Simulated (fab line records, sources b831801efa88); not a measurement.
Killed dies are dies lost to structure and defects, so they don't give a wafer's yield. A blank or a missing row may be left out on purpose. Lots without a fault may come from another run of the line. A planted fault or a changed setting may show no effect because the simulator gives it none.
fab line records | flow sky130
record lots=14 wafers=42 last_day=50
route steps=708 shown VIA4@647 PAD_OPEN@708
lots that met no fault: from a run of the same line without faults
start_h: hours from the record's first day to the start of the lot's first wafer shown | wait_h: hours since the lot's step before | " the same as in the row above | L1.1+2: a row that stands for several wafers | - no value, or no start given | * or withheld: withheld | < > ~ a bound
route shown NAME@n: a module of which the file shows steps, and the number in the route of the first | usual: mean/standard deviation of fault-free wafers | same: alike in all rows | chamber/n: place in a boat | sites: the reading at each site | _std_site: their standard deviation | _edge_site: outer sites' mean less inner sites' | radius_mm: how far each site lies from the wafer's centre | mask NAME#n: copy n | behind: the tool/chamber that last shaped the wafer | hold: why the lot was held/for how many hours/how that ended | device: the transistor (n, p or np) that didn't switch | end of line: the same wafers' tests at the end of the route | a step without rows: its recipe alone | killed: dies lost to structure and defects at the first sort, not the wafer's yield | map: a wafer's dies, x killed, . not, _ none there
set.NAME: the setting as run; set.NAME@STEP: as run at that earlier step | model.NAME: the simulator's own value behind a step, which no gauge read
steps of the route over a sample of lots; a table a step, a row a wafer
services: from which hour (start_h, from the record's first day; less than 0 if before it) a tool's chamber was out of use, for how many hours, and why
## steps
# step SKY_VIA4_EXPOSE_08
# recipe mask_id=VIM4 na=0.6 source_shape=conventional sigma_outer=0.6 polarization=unpolarized target_cd_nm=800 dose_mj=132
# usual focus_offset_nm=0.0/0.54
# same sigma_outer=0.6
# columns lot.wafer tool chamber start_h wait_h mask focus_offset_nm
L603.1 iline_stepper-01 0 989.32 - VIM4#0 0.5
L603.4 " 0 " " VIM4#0 -0.4
L603.6 " 0 " " VIM4#0 -0.7
L604.1 iline_stepper-02 0 999.46 - VIM4#0 -0.1
L604.4 " 0 " " VIM4#0 -0.8
L604.5 " 0 " " VIM4#0 -0.3
L605.1 iline_stepper-02 0 1009.42 - VIM4#0 0.9
L605.2 " 0 " " VIM4#0 -0.3
L605.5 " 0 " " VIM4#0 -0.1
L606.2 iline_stepper-02 0 1010.70 - VIM4#0 -0.4
L606.3 " 0 " " VIM4#0 -0.4
L606.5 " 0 " " VIM4#0 -0.9
L607.1 iline_stepper-02 0 1027.23 - VIM4#0 -0.2
L607.2 " 0 " " VIM4#0 -0.2
L607.5 " 0 " " VIM4#0 -0.3
L609.1 iline_stepper-02 0 1029.91 - VIM4#0 -0.3
L609.2 " 0 " " VIM4#0 -1.7
L609.4 " 0 " " VIM4#0 -0.5
L610.2 iline_stepper-02 0 1040.04 - VIM4#0 -0.2
L610.3 " 0 " " VIM4#0 0.8
L610.4 " 0 " " VIM4#0 0.1
L611.2 iline_stepper-02 0 1048.59 - VIM4#0 0.2
L611.3 " 0 " " VIM4#0 0.3
L611.6 " 0 " " VIM4#0 0.7
L613.1 iline_stepper-02 0 1057.93 - VIM4#0 0.0
L613.2 " 0 " " VIM4#0 -0.6
L613.5 " 0 " " VIM4#0 0.4
L614.1 iline_stepper-01 0 1068.11 - VIM4#0 -0.3
L614.5 " 0 " " VIM4#0 -1.0
L614.6 " 0 " " VIM4#0 -0.2
L615.3 iline_stepper-01 0 1071.88 - VIM4#0 -0.6
L615.4 " 0 " " VIM4#0 -0.1
L615.6 " 0 " " VIM4#0 -0.8
L619.1 iline_stepper-01 0 1100.96 - VIM4#0 0.0
L619.2 " 0 " " VIM4#0 0.3
L619.5 " 0 " " VIM4#0 0.4
L618.4 iline_stepper-01 0 1102.64 - VIM4#0 -0.2
L618.5 " 0 " " VIM4#0 0.2
L618.6 " 0 " " VIM4#0 0.7
L626.2 iline_stepper-02 0 1135.49 - VIM4#0 0.0
L626.5 " 0 " " VIM4#0 -0.2
L626.6 " 0 " " VIM4#0 -0.6
# step SKY_VIA4_OVL_MEAS_11
# usual VIA4_OVL=1.1/1.4
# columns lot.wafer tool chamber start_h wait_h VIA4_OVL[nm]
L603.1 overlay-01 - 1000.92 0.1 0.3
L603.4 " - " " -0.5
L603.6 " - " " -0.2
L604.1 overlay-01 - 1010.07 0.1 -0.5
L604.4 " - " " -0.4
L604.5 " - " " 1.3
L605.1 overlay-02 - 1021.22 0.1 -0.5
L605.2 " - " " 1.2
L605.5 " - " " 1.2
L606.2 overlay-01 - 1022.33 0.1 1.0
L606.3 " - " " 2.5
L606.5 " - " " 2.4
L607.1 overlay-02 - 1037.52 0.1 0.7
L607.2 " - " " -0.2
L607.5 " - " " -1.3
L609.1 overlay-01 - 1040.62 0.1 3.7
L609.2 " - " " 0.8
L609.4 " - " " 2.6
L610.2 overlay-02 - 1051.05 0.1 1.2
L610.3 " - " " 1.1
L610.4 " - " " -0.5
L611.2 overlay-02 - 1058.98 0.1 0.3
L611.3 " - " " -0.4
L611.6 " - " " -1.5
L613.1 overlay-02 - 1068.88 0.1 0.9
L613.2 " - " " 0.8
L613.5 " - " " 1.9
L614.1 overlay-01 - 1078.33 0.1 1.3
L614.5 " - " " -0.5
L614.6 " - " " 0.7
L615.3 overlay-01 - 1082.00 0.1 0.2
L615.4 " - " " -2.6
L615.6 " - " " 0.0
L619.1 overlay-02 - 1110.92 0.1 135.7
L619.2 " - " " 133.8
L619.5 " - " " 135.2
L618.4 overlay-01 - 1112.75 0.1 134.9
L618.5 " - " " 133.4
L618.6 " - " " 131.8
L626.2 overlay-02 - 1144.40 0.1 2.0
L626.5 " - " " 1.9
L626.6 " - " " 2.2
# step SKY_PAD_OPEN_PROBE_99
# usual defect_limited_yield=82.8/1.8 killed_at_M0_to_M3=42/6.4 killed_at_M4_up=3.0/2 killed_at_contacts=24/5.2 killed_at_front_end=14/4.2 killed_at_other=0.4/0.72 killed_dies=84/9 killed_on_rim=16/3.7 killed_open=46/6.6 killed_short=38/6 sort_bin_3_pad_short=0.9/0.4 sort_bin_5_function=10.1/1.4 sort_bin_6_memory=6.2/1.1 sort_n_pass=408/9 sort_yield_pct=82.8/1.8
# same gross_dies=492 killed_at_back_side=0 sort_bin_4_leakage[%]=0 sort_bin_8_speed[%]=0
# columns lot.wafer tool chamber start_h wait_h defect_limited_yield[%] killed_at_M0_to_M3 killed_at_M4_up killed_at_contacts killed_at_front_end killed_at_other killed_dies killed_on_rim killed_open killed_short sort_bin_3_pad_short[%] sort_bin_5_function[%] sort_bin_6_memory[%] sort_n_pass sort_yield_pct[%]
L615.3 prober-01 - 1145.90 0.2 83.9 43 3 28 5 0 79 15 38 40 1.0 10.4 4.7 413 83.9
L615.4 prober-01 - 1145.95 0.2 84.1 43 2 21 12 0 78 18 47 30 0.2 9.8 5.9 414 84.1
L615.6 prober-01 - 1146.05 0.2 82.9 36 2 32 11 3 84 21 48 33 1.0 10.0 6.1 408 82.9
L619.1 prober-01 - 1169.71 0.1 84.8 48 5 16 6 0 75 13 41 34 1.0 10.4 3.9 417 84.8
L619.2 prober-01 - 1169.76 0.1 84.8 42 2 20 11 0 75 12 41 34 0.2 9.3 5.7 417 84.8
L619.5 prober-01 - 1169.91 0.2 83.3 38 4 30 10 0 82 20 49 33 0.4 9.1 7.1 410 83.3
L618.4 prober-02 - 1172.66 0.2 80.3 37 3 39 18 0 97 18 55 41 1.2 11.4 7.1 395 80.3
L618.5 prober-02 - 1172.71 0.2 83.9 43 2 18 15 1 79 14 48 31 0.6 10.4 5.1 413 83.9
L618.6 prober-02 - 1172.76 0.2 80.1 52 4 24 17 1 98 16 49 49 1.2 11.4 7.3 394 80.1
L626.2 prober-01 - 1200.24 0.1 82.9 42 1 25 14 2 84 10 43 39 0.4 9.3 7.3 408 82.9
L626.5 prober-01 - 1200.39 0.2 82.9 39 1 23 17 4 84 11 41 39 0.8 10.0 6.3 408 82.9
L626.6 prober-01 - 1200.44 0.2 81.5 49 3 25 10 4 91 19 48 40 0.6 12.0 5.9 401 81.5
# killed by level:class
L615.3 VIA1:geometric_particle:open=9 LI_CONTACT:geometric_particle:open=8 METAL2:geometric_particle:short=7 LI_CONTACT:geometric_particle:short=6 CONTACT:geometric_particle:open=6 VIA1:geometric_particle:short=5 VIA2:geometric_particle:open=5 VIA3:geometric_particle:open=5
L615.4 VIA2:geometric_particle:open=11 CONTACT:geometric_particle:open=8 METAL2:geometric_particle:short=7 VIA1:geometric_particle:open=6 VIA3:geometric_particle:open=6 LI_CONTACT:geometric_particle:open=5 METAL1:geometric_particle:short=5 FIELD_ISO:geometric_particle:open=3
L615.6 CONTACT:geometric_particle:open=17 VIA1:geometric_particle:open=10 LI_CONTACT:geometric_particle:open=6 METAL1:geometric_particle:short=5 METAL2:geometric_particle:short=5 LI_CONTACT:geometric_particle:short=4 VIA1:geometric_particle:short=4 FIELD_ISO:geometric_particle:short=3
L619.1 VIA1:geometric_particle:open=8 VIA2:geometric_particle:open=8 VIA3:geometric_particle:open=8 METAL1:geometric_particle:short=6 METAL2:geometric_particle:short=6 CONTACT:geometric_particle:open=5 METAL4:geometric_particle:short=4 LI_CONTACT:geometric_particle:open=4
L619.2 VIA1:geometric_particle:open=10 METAL2:geometric_particle:short=8 VIA3:geometric_particle:open=7 CONTACT:geometric_particle:open=6 LI_CONTACT:geometric_particle:open=5 LOCAL_INTERCONNECT:geometric_particle:short=5 VIA2:geometric_particle:open=4 FIELD_ISO:geometric_particle:open=3
L619.5 CONTACT:geometric_particle:open=12 LI_CONTACT:geometric_particle:open=7 VIA1:geometric_particle:open=7 CONTACT:geometric_particle:short=6 VIA3:geometric_particle:open=6 METAL2:geometric_particle:short=5 VIA2:geometric_particle:open=5 METAL4:geometric_particle:short=4
L618.4 CONTACT:geometric_particle:open=16 VIA1:geometric_particle:open=14 LI_CONTACT:geometric_particle:short=7 LOCAL_INTERCONNECT:geometric_particle:short=7 VIA2:geometric_particle:open=6 LI_CONTACT:geometric_particle:open=5 FIELD_ISO:geometric_particle:short=4 POLY_GATE:geometric_particle:short=4
L618.5 VIA2:geometric_particle:open=11 VIA1:geometric_particle:open=9 VIA3:geometric_particle:open=8 CONTACT:geometric_particle:open=6 FIELD_ISO:geometric_particle:short=5 VIA1:geometric_particle:short=5 CONTACT:geometric_particle:short=4 LI_CONTACT:geometric_particle:open=4
L618.6 VIA1:geometric_particle:open=11 METAL2:geometric_particle:short=9 FIELD_ISO:geometric_particle:short=8 LI_CONTACT:geometric_particle:open=8 VIA2:geometric_particle:open=7 VIA1:geometric_particle:short=6 CONTACT:geometric_particle:short=5 POLY_GATE:geometric_particle:open=4
L626.2 VIA1:geometric_particle:open=15 CONTACT:geometric_particle:open=11 METAL2:geometric_particle:short=7 CONTACT:geometric_particle:short=7 POLY_GATE:geometric_particle:short=5 METAL1:geometric_particle:short=5 LI_CONTACT:geometric_particle:open=5 VIA3:geometric_particle:open=5
L626.5 VIA1:geometric_particle:open=11 POLY_GATE:geometric_particle:open=8 CONTACT:geometric_particle:open=8 CONTACT:geometric_particle:short=8 FIELD_ISO:geometric_particle:short=5 METAL3:geometric_particle:short=5 VIA1:geometric_particle:short=4 VIA2:geometric_particle:open=4
L626.6 CONTACT:geometric_particle:short=11 VIA2:geometric_particle:open=9 VIA3:geometric_particle:open=9 LI_CONTACT:geometric_particle:open=8 VIA1:geometric_particle:open=8 METAL2:geometric_particle:short=5 VIA1:geometric_particle:short=5 METAL3:geometric_particle:short=5
## services
# columns tool chamber start_h hours kind
iline_stepper-01 - 974.65 1.7 pm
iline_stepper-02 0 997.73 - calibration
iline_stepper-01 0 1004.34 - calibration
iline_stepper-02 - 1030.33 1.6 repair
iline_stepper-01 - 1045.18 11.1 repair
## key
first_sign step=SKY_VIA4_OVL_MEAS_11 reading=VIA4_OVL direction=up sigmas=97 usual=1.1 struck=134.1
effect none on later readings
met_at SKY_VIA4_EXPOSE_08
struck_lots L618,L619
onset_between 1071.88 1100.96
fault kind=scanner_matching_overlay tool=iline_stepper-01 chamber=- onset_h=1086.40 steps=SKY_VIA4_EXPOSE_08 offset=133.07
